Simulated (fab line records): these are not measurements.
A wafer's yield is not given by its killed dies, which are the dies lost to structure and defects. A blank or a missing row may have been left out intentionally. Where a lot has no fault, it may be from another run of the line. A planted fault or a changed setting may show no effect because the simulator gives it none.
Which of the tools did it? -- flow gf180mcu -- Sampling: 15 lots, 45 wafers, 5 of 602 route steps

== WHAT EACH GAUGE READ, for each wafer ==
No reading from a measuring or inspecting step in the record can be judged against a usual standard deviation.

== EACH LOT AND THE TOOL THAT RAN IT (in order: tool; ch and the chambers of the sampled wafers; start) ==
lot,GF_M4_SPUTTER_03,GF_M4_STRIP_17,GF_V4_CMP_04,GF_M5_ETCH_09,GF_M5_STRIP_11
L601,"pvd_sputter-02, day 22 07:37","plasma_asher-03 ch 0,1, day 23 06:46","cmp-01 ch 0,3, day 23 07:39","rie_diel-02 ch 1,2, day 26 03:03","plasma_asher-01 ch 0,1, day 26 03:11"
L603,"pvd_sputter-01, day 23 05:34","plasma_asher-04 ch 0,1, day 24 04:27","cmp-02 ch 0,2,3, day 24 05:17","rie_diel-02 ch 0,1,3, day 26 22:59","plasma_asher-04 ch 0,1, day 26 23:08"
L604,"pvd_sputter-03, day 23 12:20","plasma_asher-01 ch 0,1, day 24 10:31","cmp-01 ch 2,3, day 24 11:19","rie_diel-02 ch 0,3, day 27 05:11","plasma_asher-04 ch 0, day 27 05:19"
L606,"pvd_sputter-03, day 24 09:33","plasma_asher-04 ch 0,1, day 25 07:08","cmp-01 ch 1,3, day 25 07:58","rie_diel-01 ch 1,2,3, day 27 23:56","plasma_asher-02 ch 0,1, day 28 00:07"
L607,"pvd_sputter-03, day 24 12:58","plasma_asher-03 ch 0, day 25 10:45","cmp-02 ch 0,1, day 25 11:33","rie_diel-03 ch 1,2,3, day 28 02:50","plasma_asher-04 ch 0,1, day 28 02:58"
L608,"pvd_sputter-03, day 25 00:58","plasma_asher-01 ch 0,1, day 25 22:26","cmp-01 ch 0,1,2, day 25 23:24","rie_diel-02 ch 0,3, day 28 13:53","plasma_asher-01 ch 0,1, day 28 14:04"
L609,"pvd_sputter-03, day 25 09:22","plasma_asher-04 ch 0, day 26 06:07","cmp-02 ch 1,3, day 26 07:00","rie_diel-02 ch 1,2,3, day 28 20:50","plasma_asher-02 ch 0,1, day 28 20:58"
L612,"pvd_sputter-03, day 26 08:58","plasma_asher-03 ch 0,1, day 27 05:02","cmp-02 ch 1,2, day 27 05:58","rie_diel-03 ch 0,2,3, day 29 18:47","plasma_asher-02 ch 0,1, day 29 18:58"
L614,"pvd_sputter-02, day 26 23:42","plasma_asher-01 ch 0,1, day 27 20:10","cmp-01 ch 0,1,2, day 27 20:59","rie_diel-03 ch 1,2, day 30 10:10","plasma_asher-01 ch 1, day 30 10:17"
L615,"pvd_sputter-01, day 27 03:05","plasma_asher-04 ch 0,1, day 27 23:43","cmp-01 ch 0,1,3, day 28 00:30","rie_diel-01 ch 0,1,3, day 30 11:44","plasma_asher-01 ch 0,1, day 30 11:53"
L616,"pvd_sputter-02, day 27 15:25","plasma_asher-01 ch 1, day 28 10:48","cmp-02 ch 2,3, day 28 11:35","rie_diel-02 ch 0,2,3, day 30 22:14","plasma_asher-02 ch 0,1, day 30 22:29"
L619,"pvd_sputter-02, day 28 11:30","plasma_asher-01 ch 0,1, day 29 07:10","cmp-02 ch 0,2, day 29 08:06","rie_diel-01 ch 0,3, day 31 16:59","plasma_asher-04 ch 0,1, day 31 17:08"
L620,"pvd_sputter-01, day 28 16:58","plasma_asher-03 ch 0,1, day 29 12:26","cmp-02 ch 0,2,3, day 29 13:16","rie_diel-01 ch 0,1,3, day 31 21:41","plasma_asher-01 ch 0,1, day 31 21:51"
L622,"pvd_sputter-01, day 29 07:03","plasma_asher-01 ch 0,1, day 30 02:00","cmp-02 ch 0,2,3, day 30 02:47","rie_diel-02 ch 0,2, day 32 09:32","plasma_asher-02 ch 0,1, day 32 09:41"
L624,"pvd_sputter-01, day 29 20:28","plasma_asher-01 ch 0,1, day 30 15:07","cmp-02 ch 0,1, day 30 15:55","rie_diel-03 ch 1,2,3, day 32 22:02","plasma_asher-04 ch 0,1, day 32 22:11"
- GF_M4_SPUTTER_03: material Ti, target thk 10 nm, time 6.7 s.
- GF_M4_STRIP_17: strips in O2/N2.
- GF_V4_CMP_04: polishes SiO2.
- GF_M5_ETCH_09: etches Si3N4 in CF4/O2, target depth 52 nm, time 11.6 s.
- GF_M5_STRIP_11: strips in O2/N2.

== AS READ BY THE TOOLS THEMSELVES (means over the sampled wafers that have a number; for cases with no such wafer, the mark the record gives instead) ==
GF_M4_SPUTTER_03.
lot,tool,throttle_valve_pct (%)
L601,pvd_sputter-02,30.5
L603,pvd_sputter-01,30.2
L604,pvd_sputter-03,31.1
L606,pvd_sputter-03,30.9
L607,pvd_sputter-03,30.5
L608,pvd_sputter-03,30.8
L609,pvd_sputter-03,29.6
L612,pvd_sputter-03,31.1
L614,pvd_sputter-02,30.7
L615,pvd_sputter-01,29.8
L616,pvd_sputter-02,30.4
L619,pvd_sputter-02,30.4
L620,pvd_sputter-01,30.1
L622,pvd_sputter-01,29.7
L624,pvd_sputter-01,29.8

GF_M4_STRIP_17.
lot,tool,drypump_motor_current_A (A),heater_power_w (W),oes_product_au (a.u.),strip_time_to_endpoint_s (s)
L601,plasma_asher-03,6.3,289,0.560,7.90
L603,plasma_asher-04,5.6,310,0.557,7.88
L604,plasma_asher-01,5.2,325,0.555,7.85
L606,plasma_asher-04,5.6,314,0.558,7.91
L607,plasma_asher-03,6.2,250,0.564,7.87
L608,plasma_asher-01,5.3,306,0.559,7.88
L609,plasma_asher-04,6.3,298,0.556,7.87
L612,plasma_asher-03,6.3,288,0.559,7.91
L614,plasma_asher-01,5.2,326,0.560,7.86
L615,plasma_asher-04,6.0,309,0.555,7.88
L616,plasma_asher-01,5.1,346,0.558,7.90
L619,plasma_asher-01,5.2,326,0.556,7.84
L620,plasma_asher-03,6.3,286,0.561,7.84
L622,plasma_asher-01,5.2,322,0.560,7.84
L624,plasma_asher-01,5.2,324,0.553,7.81

GF_V4_CMP_04.
lot,tool,head_pressure_psi (psi),motor_current_A (A),time_to_endpoint_s (s)
L601,cmp-01,3.998,11.2,83
L603,cmp-02,4.000,12.7,78
L604,cmp-01,3.997,11.3,82
L606,cmp-01,4.002,11.5,84
L607,cmp-02,3.998,11.5,78
L608,cmp-01,4.009,11.5,85
L609,cmp-02,4.005,13.4,75
L612,cmp-02,4.007,12.7,79
L614,cmp-01,4.002,11.7,80
L615,cmp-01,3.996,11.2,77
L616,cmp-02,4.004,13.9,75
L619,cmp-02,4.010,11.6,81
L620,cmp-02,4.001,12.5,79
L622,cmp-02,4.001,12.7,81
L624,cmp-02,4.005,11.3,77

GF_M5_ETCH_09.
lot,tool,O2_flow_sccm (sccm),bias_w (W),drypump_motor_current_A (A),oes_product_au (a.u.),throttle_valve_pct (%)
L601,rie_diel-02,10.00,150.3,5.2,1.001,5.972
L603,rie_diel-02,9.98,150.3,5.2,0.996,5.965
L604,rie_diel-02,10.02,150.2,5.4,1.004,5.976
L606,rie_diel-01,10.02,150.2,5.9,0.986,5.977
L607,rie_diel-03,10.03,149.5,5.6,0.992,5.971
L608,rie_diel-02,10.01,150.0,5.4,1.006,5.969
L609,rie_diel-02,10.01,150.2,5.4,0.999,5.975
L612,rie_diel-03,10.01,150.0,5.7,0.995,5.963
L614,rie_diel-03,-,-,-,-,-
L615,rie_diel-01,-,-,-,-,-
L616,rie_diel-02,-,-,-,-,-
L619,rie_diel-01,9.99,149.8,5.7,0.999,5.960
L620,rie_diel-01,10.01,149.9,5.7,0.996,5.972
L622,rie_diel-02,9.96,150.3,5.8,1.001,5.973
L624,rie_diel-03,9.99,150.0,5.6,1.001,5.969

GF_M5_STRIP_11.
lot,tool,drypump_motor_current_A (A),heater_power_w (W),oes_product_au (a.u.),strip_time_to_endpoint_s (s)
L601,plasma_asher-01,5.3,302,0.545,7.52
L603,plasma_asher-04,5.6,315,0.549,7.57
L604,plasma_asher-04,6.3,300,0.543,7.52
L606,plasma_asher-02,5.7,303,0.551,7.56
L607,plasma_asher-04,5.6,306,0.546,7.57
L608,plasma_asher-01,5.2,326,0.546,7.53
L609,plasma_asher-02,5.6,342,0.547,7.56
L612,plasma_asher-02,5.5,343,0.548,7.52
L614,plasma_asher-01,5.0,354,0.551,7.83
L615,plasma_asher-01,5.2,330,0.555,7.91
L616,plasma_asher-02,5.6,342,0.557,7.88
L619,plasma_asher-04,6.0,311,0.546,7.58
L620,plasma_asher-01,5.2,329,0.545,7.51
L622,plasma_asher-02,5.8,303,0.544,7.54
L624,plasma_asher-04,5.6,316,0.543,7.53

== THE ANSWER, worked out from the rows above alone ==
Rule: the usual values come from the lots themselves. The widest of any qualifying gaps counts: lots, ordered by their means at a reading, are off when they make up no more than a third of the lots, leave a main group of 4 or more, and stand apart from it by 3 or more times the standard deviation of that group's means. A main group is skipped when, at the precision printed for the reading in the tables above, its means are all equal. Also off: a lot with no number at a reading for which 4 or more lots have one. Any other lot the step has rows for is counted as sound. The gauges are gone through in route order, then the tools' own readings, and for those a lot's mean is taken as printed above. The first step at which some lot is off is used, and at that step the reading that is off furthest; a lot without a number counts as furthest.
Off: L614, L615, L616, at GF_M5_ETCH_09 (O2_flow_sccm). Without a number there: L614, L615, L616. For the main group the mean is 10.00 sccm and the standard deviation 0.019.
If a tool, at that step or one of the process steps before it, ran each lot that is off and ran no sound lot following the first of them, it fits. Of those tried, none fits.

== WHAT THE SIMULATOR HAD INSERTED ==
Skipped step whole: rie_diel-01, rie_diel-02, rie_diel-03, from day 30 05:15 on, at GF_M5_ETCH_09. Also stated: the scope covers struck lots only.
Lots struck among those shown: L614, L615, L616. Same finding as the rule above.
